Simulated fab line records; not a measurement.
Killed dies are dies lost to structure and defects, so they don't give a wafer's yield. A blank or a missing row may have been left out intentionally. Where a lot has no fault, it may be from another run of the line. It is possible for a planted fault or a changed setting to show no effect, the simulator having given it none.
A lot that was struck, set against a sound lot ; flow sky130 ; 43 steps out of a route of 708
Sound: wafers L923.2, L923.4, L923.6. The struck wafers were L912.1, L912.4, L912.5. The cause is given at the end.
At each step with rows: each side's tool, then ch and its chambers, then its first start. Under that, the readings that differ: sound wafers ; struck wafers ; difference of the means ; sigmas: that difference in standard deviations of wafers without a fault.
alike: same words and numbers on both sides, and readings whose means sit less than 2 such deviations apart. not compared: any withheld reading, any reading some wafer has no value for, any bound like >300 that may hide the same value, and any number with overlapping values for which the record gives no deviation.
A row with sigmas, a row that says differs or no value, or rows on one side alone: a step with any of these is where the two part. Non-overlapping numbers with no deviation appear without sigmas and do not part them. A reading that every wafer of one side lacks parts them only if that side has two wafers or more.

first, 1 step without rows for these wafers: SKY_VIA4_HDPCVD_00 (deposits SiO2, target thk 1750 nm, time 291.7 s).
SKY_VIA4_THK_MEAS_01:
  sound on filmMetro-02, day 46 21:25; struck on filmMetro-03, day 43 19:22
  alike: VIA4_HDPCVD_THK
SKY_VIA4_CMP_02: polishes SiO2.
  sound on cmp-02 ch 0,1, day 46 21:31; struck on cmp-02 ch 1,2,3, day 43 19:31
  alike: motorCurrentA, platenRpm
SKY_VIA4_BOW_MEAS_03:
  sound on filmMetro-02, day 46 21:50; struck on filmMetro-02, day 43 19:43
  alike: VIA4_BOW
then, 7 steps without rows for these wafers: SKY_VIA4_DEHYDRATE_04 (time 60 s); SKY_VIA4_HMDS_05 (prime time 60 s); SKY_VIA4_COAT_06 (resist thk 1140 nm); SKY_VIA4_SOFTBAKE_07 (time 60 s); SKY_VIA4_EXPOSE_08 (exposes mask VIM4, target cd 800 nm); SKY_VIA4_PEB_09; SKY_VIA4_DEVELOP_10 (develop time 60 s).
SKY_VIA4_OVL_MEAS_11:
  sound on overlay-01, day 47 17:29; struck on overlay-01, day 44 17:56
  alike: VIA4_OVL
SKY_VIA4_ETCH_12: etches SiO2 in C4F8/O2/Ar, stops on TiN, target depth 580 nm.
  sound on rieDiel-04 ch 1,2,3, day 47 17:31; struck on rieDiel-03 ch 0,1,3, day 44 17:58
  alike: oesProductAu
then, 4 steps without rows for these wafers: SKY_VIA4_STRIP_13 (strips in O2/N2); SKY_VIA4_STRIP_14 (strips in post etch residue remover, time 1200 s); SKY_VIA4_CLEAN_15 (cleans in IPA, time 180 s); SKY_VIA4_CLEAN_16 (cleans in O3/DIW).
SKY_VIA4_SPUTTER_17: material TiN, target thk 20 nm, time 80 s.
  sound on pvdSputter-02, day 47 18:11; struck on pvdSputter-01, day 44 18:40
  alike: throttleValvePct
then, 1 step without rows for these wafers: SKY_VIA4_CVD_18 (deposits W, target thk 505 nm, time 152.14 s).
SKY_VIA4_RS_MEAS_19: a four-point-probe measurement.
  sound on filmMetro-03, day 47 18:25; struck on filmMetro-01, day 44 18:53
  alike: VIA4_W_RS
SKY_VIA4_THK_MEAS_20: measures by xrf.
  sound on filmMetro-03, day 47 18:32; struck on filmMetro-01, day 44 19:00
  alike: VIA4_W_THK
then, 1 step without rows for these wafers: SKY_VIA4_CMP_21 (polishes, stops on SiO2, t overpolish 25 s, target thk 0 nm).
SKY_METAL5_SPUTTER_00: material Ti, target thk 15 nm, time 10 s.
  sound on pvdSputter-03, day 47 18:53; struck on pvdSputter-03, day 44 20:55
  alike: throttleValvePct
then, 3 steps without rows for these wafers: SKY_METAL5_SPUTTER_01 (material TiN, target thk 20 nm, time 16.7 s); SKY_METAL5_SPUTTER_02 (material AlCu, target thk 1150 nm, time 63.78 s); SKY_METAL5_SPUTTER_03 (material Ti, target thk 5 nm, time 3.3 s).
SKY_METAL5_SPUTTER_04: material TiN, target thk 70 nm, time 58.3 s.
  sound on pvdSputter-03, day 47 19:00; struck on pvdSputter-03, day 44 21:02
  alike: throttleValvePct
SKY_METAL5_RS_MEAS_05: a four-point-probe measurement.
  sound on filmMetro-03, day 47 19:04; struck on filmMetro-04, day 44 21:05
  alike: METAL5_ALCU_RS
SKY_METAL5_THK_MEAS_06: measures by xrf.
  sound on filmMetro-03, day 47 19:10; struck on filmMetro-04, day 44 21:13
  alike: METAL5_ALCU_THK
then, 7 steps without rows for these wafers: SKY_METAL5_DEHYDRATE_07 (time 60 s); SKY_METAL5_HMDS_08 (prime time 60 s); SKY_METAL5_COAT_09 (resist thk 1800 nm); SKY_METAL5_SOFTBAKE_10 (time 60 s); SKY_METAL5_EXPOSE_11 (exposes mask MM5, target cd 1600 nm); SKY_METAL5_PEB_12; SKY_METAL5_DEVELOP_13 (develop time 60 s).
SKY_METAL5_DESCUM_14: chemistry O2, time 11 s.
  sound on rieMetal-03 ch 0, day 48 13:36; struck on rieMetal-01 ch 0, day 45 18:21
  alike: drypumpMotorCurrentA, oesProductAu
  not compared: rfHoursCounterH
then, 5 steps without rows for these wafers: SKY_METAL5_METAL_ETCH_15 (etches the open film in Cl2/BCl3, stops on SiO2, target depth 1260 nm, time 252 s); SKY_METAL5_STRIP_16 (strips in O2/N2); SKY_METAL5_STRIP_17 (strips in post etch residue remover, time 1200 s); SKY_METAL5_CLEAN_18 (cleans in IPA, time 180 s); SKY_METAL5_CLEAN_19 (cleans in O3/DIW).
SKY_PAD_OPEN_PROBE_99:
  sound on prober-01, day 50 03:22; struck on prober-02, day 47 14:28
reading;sound;struck;difference;sigmas
defectLimitedYield (%);84.6 81.5 83.3;71.5 74.8 70.1;-11.0;-6
killed_at_M4_up;3 4 5;60 44 62;+51;+27
killedAtFrontEnd;16 26 18;9 6 9;-12;-3
killedDies;76 91 82;140 124 147;+54;+6
sort_bin_3_pad_short (%);0.4 0.2 1.0;3.9 2.8 4.3;+3.1;+8
sort_bin_5_function (%);8.5 12.4 10.0;17.9 15.0 18.3;+6.8;+5
sortNPass;416 401 410;352 368 345;-54;-6
sortYieldPct (%);84.6 81.5 83.3;71.5 74.8 70.1;-11.0;-6
model.etest.tester.sortNPass;416 401 410;352 368 345;-54;
model.etest.tester.sortYieldPct (%);84.55 81.5 83.33;71.54 74.8 70.12;-10.97;
model.etest.tester.sort_bin_5_pct (%);8.537 12.4 9.959;17.89 15.04 18.29;+6.77;
model.etest.tester.sort_bin_3_pct (%);0.4065 0.2033 1.016;3.862 2.846 4.268;+3.117;
  alike: killed_at_M0_to_M3, killedAtContacts, killedAtOther, killedOpen, killedShort, sort_bin_6_memory

== WHERE THEY PART ==
Within this record, at SKY_PAD_OPEN_PROBE_99 only.

WHY: what had been put in by the simulator
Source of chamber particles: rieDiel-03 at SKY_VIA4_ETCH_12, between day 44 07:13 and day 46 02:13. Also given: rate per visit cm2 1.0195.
